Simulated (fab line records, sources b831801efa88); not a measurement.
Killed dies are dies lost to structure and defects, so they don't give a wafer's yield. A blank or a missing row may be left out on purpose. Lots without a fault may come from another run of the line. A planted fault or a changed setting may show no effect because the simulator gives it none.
Chamber matching | flow sky130 | SKY_POLY_CUT_ETCH_10 on rie_diel-02: 4 sister chambers
The step etches BARC in N2/H2, stops on SiO2, time 45.9 s, target depth 60 nm. 14 wafers are shown with their chamber, then 7 later ones without.

WAFERS WITH THEIR CHAMBER
wafer  | chamber | throttle_valve_pct (%) | oes_product_au (a.u.)
L508.3 | 3       | 13.222                 | 0.862
L508.4 | 2       | 13.241                 | 0.849
L508.6 | 2       | 13.225                 | 0.858
L509.3 | 0       | 13.228                 | 0.857
L509.4 | 2       | 13.228                 | 0.848
L509.6 | 1       | 13.240                 | 0.857
L511.4 | 0       | 13.227                 | 0.859
L511.5 | 0       | 13.229                 | 0.857
L511.6 | 1       | 13.235                 | 0.854
L512.2 | 2       | 13.238                 | 0.856
L512.4 | 1       | 13.228                 | 0.856
L512.6 | 0       | 13.236                 | 0.865
L526.1 | 2       | 13.213                 | 0.851
L526.4 | 3       | 13.217                 | 0.853

SIGNATURES (means of the wafers above)
reading            | chamber 0 | chamber 1 | chamber 2 | chamber 3 | scatter within a chamber
throttle_valve_pct | 13.23000  | 13.23433  | 13.22900  | 13.21950  | 0.00796
oes_product_au     | 0.85950   | 0.85567   | 0.85240   | 0.85750   | 0.00407
Rule: a wafer's distance from a chamber is the root of the sum, over the readings, of the square of ((its reading less the chamber's mean) divided by the reading's scatter). The wafer belongs to the nearest chamber; if the next one is less than 2 further off, it can't be placed. The scatter: the root of (the sum of the squares of (reading less its chamber's mean) over the shown wafers, divided by (wafers less chambers)).

WAFERS WITHOUT THEIR CHAMBER
wafer  | throttle_valve_pct (%) | oes_product_au (a.u.)
L526.6 | 13.225                 | 0.851
L528.1 | 13.229                 | 0.849
L528.3 | 13.229                 | 0.857
L528.6 | 13.218                 | 0.856
L530.2 | 13.215                 | 0.852
L530.3 | 13.223                 | 0.852
L530.5 | 13.221                 | 0.861

WHICH CHAMBER EACH WENT THROUGH
wafer  | from the rows above               | in truth
L526.6 | can't be placed: 2 or 1 or 3 or 0 | 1
L528.1 | can't be placed: 2 or 1 or 3 or 0 | 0
L528.3 | can't be placed: 0 or 1 or 2 or 3 | 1
L528.6 | can't be placed: 3 or 2 or 0 or 1 | 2
L530.2 | can't be placed: 3 or 2 or 1 or 0 | 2
L530.3 | can't be placed: 2 or 3 or 1 or 0 | 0
L530.5 | can't be placed: 3 or 0 or 1 or 2 | 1
Placed correctly: 0 of 7. Can't be placed from these rows: 7 (the true chamber is among the candidates in 7). Placed wrongly: 0.
